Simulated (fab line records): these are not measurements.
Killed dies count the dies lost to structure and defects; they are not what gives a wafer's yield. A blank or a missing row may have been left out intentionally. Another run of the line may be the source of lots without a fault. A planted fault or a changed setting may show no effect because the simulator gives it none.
A struck lot beside a sound one / flow sky130 / 44 steps out of a route of 708
Sound: wafers L846.3, L846.5, L846.6. Wafers struck: L843.1, L843.3, L843.4. The cause is given at the end.
For every step that has rows: the tool of each side, followed by ch and its chambers, followed by its first start. Under that, the readings that differ: sound wafers / struck wafers / difference of the means / sigmas: that difference in standard deviations of wafers without a fault.
alike: readings with means less than 2 such deviations apart, plus words and numbers identical on both sides. not compared: withheld readings, readings lacking a value on some wafer, bounds such as >300 that could conceal the same value, and numbers that have no deviation in the record and whose values overlap.
A row with sigmas, a row that says differs or no value, or rows on one side alone: a step with any of these is where the two part. Numbers that have no deviation but don't overlap get no sigmas and don't part them. A reading that every wafer of one side lacks parts them only if that side has two wafers or more.

first, 2 steps without rows for these wafers: SKY_VIA2_CLEAN_18 (cleans in IPA, time 180 s); SKY_VIA2_CLEAN_19 (cleans in O3/DIW).
SKY_VIA2_SPUTTER_20: material TiN, target thk 20 nm, time 80 s.
  sound on pvd-sputter-04 at day 38 20:50; struck on pvd-sputter-02 at day 37 19:09
  alike: throttle-valve-pct
then, 1 step without rows for these wafers: SKY_VIA2_CVD_21 (deposits W, target thk 420 nm, time 126.4 s).
SKY_VIA2_RS_MEAS_22: measurement is done with a four-point probe.
  sound on film-metro-02 at day 38 21:04; struck on film-metro-01 at day 37 19:28
  alike: VIA2_W_RS
SKY_VIA2_THK_MEAS_23: measures by xrf.
  sound on film-metro-02 at day 38 21:10; struck on film-metro-01 at day 37 19:35
reading=VIA2_W_THK (nm); sound=447 442 445; struck=417 419 425; difference=-24; sigmas=-3
then, 2 steps without rows for these wafers: SKY_VIA2_CMP_24 (polishes, stops on SiO2, t overpolish 20 s, target thk 0 nm); SKY_METAL3_SPUTTER_00 (material Ti, target thk 15 nm, time 10 s).
SKY_METAL3_SPUTTER_01: material TiN, target thk 20 nm, time 16.7 s.
  sound on pvd-sputter-03 at day 38 21:32; struck on pvd-sputter-04 at day 37 19:58
  alike: throttle-valve-pct
then, 2 steps without rows for these wafers: SKY_METAL3_SPUTTER_02 (material AlCu, target thk 735 nm, time 39.1 s); SKY_METAL3_SPUTTER_03 (material Ti, target thk 5 nm, time 3.3 s).
SKY_METAL3_SPUTTER_04: material TiN, target thk 70 nm, time 58.3 s.
  sound on pvd-sputter-03 at day 38 21:37; struck on pvd-sputter-04 at day 37 20:04
  alike: throttle-valve-pct
SKY_CAPM_CVD_00: deposits SiO2, target thk 15.5 nm.
  sound on pecvd-04 ch 0,1, day 38 21:40; struck on pecvd-01 ch 0,1,2, day 37 20:07
reading=model.SiO2_of_CAPM_CVD_00.thk-nm (nm); sound=15.02 15.52 15.26; struck=20.78 21.08 21.02; difference=+5.69; sigmas=
  alike: heater-power-w
SKY_CAPM_THK_MEAS_01:
  sound on film-metro-02 at day 38 21:43; struck on film-metro-03 at day 37 20:08
reading=CAPM_CVD_00_THK (nm); sound=15.04 15.53 15.25; struck=20.78 21.06 20.97; difference=+5.66; sigmas=+25
then, 1 step without rows for these wafers: SKY_CAPM_SPUTTER_02 (material TiN, target thk 200 nm, time 166.7 s).
SKY_CAPM_RS_MEAS_03: measurement is done with a four-point probe.
  sound on film-metro-04 at day 38 21:54; struck on film-metro-02 at day 37 20:18
  alike: CAPM_TIN_RS
SKY_CAPM_THK_MEAS_04: measures by xrf.
  sound on film-metro-04 at day 38 22:00; struck on film-metro-02 at day 37 20:25
  alike: CAPM_TIN_THK
then, 7 steps without rows for these wafers: SKY_CAPM_DEHYDRATE_05 (time 60 s); SKY_CAPM_HMDS_06 (prime time 60 s); SKY_CAPM_COAT_07 (resist thk 1140 nm); SKY_CAPM_SOFTBAKE_08 (time 60 s); SKY_CAPM_EXPOSE_09 (exposes mask CAPM, target cd 1000 nm); SKY_CAPM_PEB_10; SKY_CAPM_DEVELOP_11 (develop time 60 s).
SKY_CAPM_OVL_MEAS_12:
  sound on overlay-02 at day 39 22:47; struck on overlay-02 at day 38 21:16
reading=CAPM_OVL (nm); sound=0.1 -1.9 0.0; struck=-4.3 -5.8 -4.9; difference=-4.4; sigmas=-3
then, 1 step without rows for these wafers: SKY_CAPM_METAL_ETCH_13 (etches TiN in Cl2/BCl3, stops on SiO2, target depth 220 nm, time 62.9 s).
SKY_CAPM_STRIP_14: strips in O2/N2.
  sound on plasma-asher-02 ch 0,1, day 39 23:00; struck on plasma-asher-01 ch 0,1, day 38 21:23
reading=strip-time-to-endpoint-s (s); sound=12.71 12.72 12.71; struck=12.58 12.55 12.60; difference=-0.14; sigmas=-3
  alike: drypump-motor-current-A, n2-flow-sccm, oes-product-au
  not compared: rf-hours-counter-h
then, 11 steps without rows for these wafers: SKY_CAPM_STRIP_15 (strips in post etch residue remover, time 1200 s); SKY_CAPM_CLEAN_16 (cleans in IPA, time 180 s); SKY_CAPM_CLEAN_17 (cleans in O3/DIW); SKY_METAL3_DEHYDRATE_05 (time 60 s); SKY_METAL3_HMDS_06 (prime time 60 s); SKY_METAL3_COAT_07 (resist thk 60 nm); SKY_METAL3_COAT_08 (resist thk 1140 nm); SKY_METAL3_SOFTBAKE_09 (time 90 s); SKY_METAL3_EXPOSE_10 (exposes mask MM3, target cd 300 nm); SKY_METAL3_PEB_11; SKY_METAL3_DEVELOP_12 (develop time 60 s).
SKY_METAL3_CD_MEAS_13: the cd target is 300 nm.
  sound on cd-sem-02 at day 40 23:16; struck on cd-sem-02 at day 39 23:07
  alike: cd-nm
SKY_METAL3_OVL_MEAS_14:
  sound on overlay-01 at day 40 23:22; struck on overlay-01 at day 39 23:14
  alike: METAL3_OVL
SKY_METAL3_DESCUM_15: chemistry O2, time 8 s.
  sound on rie-metal-01 ch 0,1, day 40 23:23; struck on rie-metal-02 ch 1, day 39 23:17
reading=temp-c (C); sound=39.70 39.88 40.12; struck=40.01 40.08 40.27; difference=+0.22; sigmas=+2
  alike: drypump-motor-current-A, oes-product-au
  not compared: rf-hours-counter-h
then, 1 step without rows for these wafers: SKY_METAL3_ETCH_16 (etches BARC in N2/H2, stops on SiO2, time 88.2 s, target depth 60 nm).
SKY_METAL3_ETCH_17: etches SiO2 in C4F8/O2/Ar, stops on TiN, time 3.9 s, target depth 15 nm.
  sound on rie-diel-01 ch 0,1, day 40 23:31; struck on rie-diel-04 ch 1,2,3, day 39 23:32
reading=oes-product-au (a.u.); sound=0.747 0.756 0.755; struck=0.886 0.891 0.889; difference=+0.136; sigmas=+20
reading=model.etch.depth-nm (nm); sound=15.02 15.52 15.26; struck=20.78 21.08 21.02; difference=+5.69; sigmas=
  not compared: rf-hours-counter-h
-- the record jumps here: 7 days lie between the struck wafers' starts before and after (it left off in module METAL3 and takes up again in module PAD_OPEN, whose first step shown is number 708 of the route) --
SKY_PAD_OPEN_PROBE_99:
  sound on prober-01 at day 48 00:12; struck on prober-02 at day 47 01:21
reading=model.etest.tester.sort-n-pass; sound=422 392 414; struck=178 136 81; difference=-278; sigmas=
reading=model.etest.tester.sort-yield-pct (%); sound=85.77 79.67 84.15; struck=36.18 27.64 16.46; difference=-56.44; sigmas=
reading=model.etest.tester.sort_bin_5_pct (%); sound=8.74 10.16 9.553; struck=57.32 66.46 75.61; difference=+56.98; sigmas=
reading=model.etest.cap-mim.bv-v (V); sound=14.26 14.14 14.13; struck=17.91 18.61 18.05; difference=+4.01; sigmas=
reading=model.etest.cap-mim.leak-log10-a-cm2; sound=-8.967 -9.131 -9.014; struck=-9.933 -10.01 -9.987; difference=-0.939; sigmas=
reading=model.etest.cap-mim.c-ff-um2; sound=2.41 2.334 2.377; struck=1.752 1.74 1.719; difference=-0.637; sigmas=
reading=model.etest.tester.sort_bin_8_pct (%); sound=0 0 0; struck=3.62e-07 2.796e-10 4.448e-08; difference=+1.36e-07; sigmas=
  alike: defect-limited-yield, killed_at_M0_to_M3, killed_at_M4_up, killed-at-contacts, killed-at-front-end, killed-at-other, killed-dies, killed-open, killed-short, model.etest.tester.sort_bin_4_pct

WHERE THEY PART
Earliest at SKY_VIA2_THK_MEAS_23; latest, in this record, at SKY_METAL3_ETCH_17. Later steps at which nothing parts them and some readings are alike: SKY_PAD_OPEN_PROBE_99.

WHY: what had been put in by the simulator
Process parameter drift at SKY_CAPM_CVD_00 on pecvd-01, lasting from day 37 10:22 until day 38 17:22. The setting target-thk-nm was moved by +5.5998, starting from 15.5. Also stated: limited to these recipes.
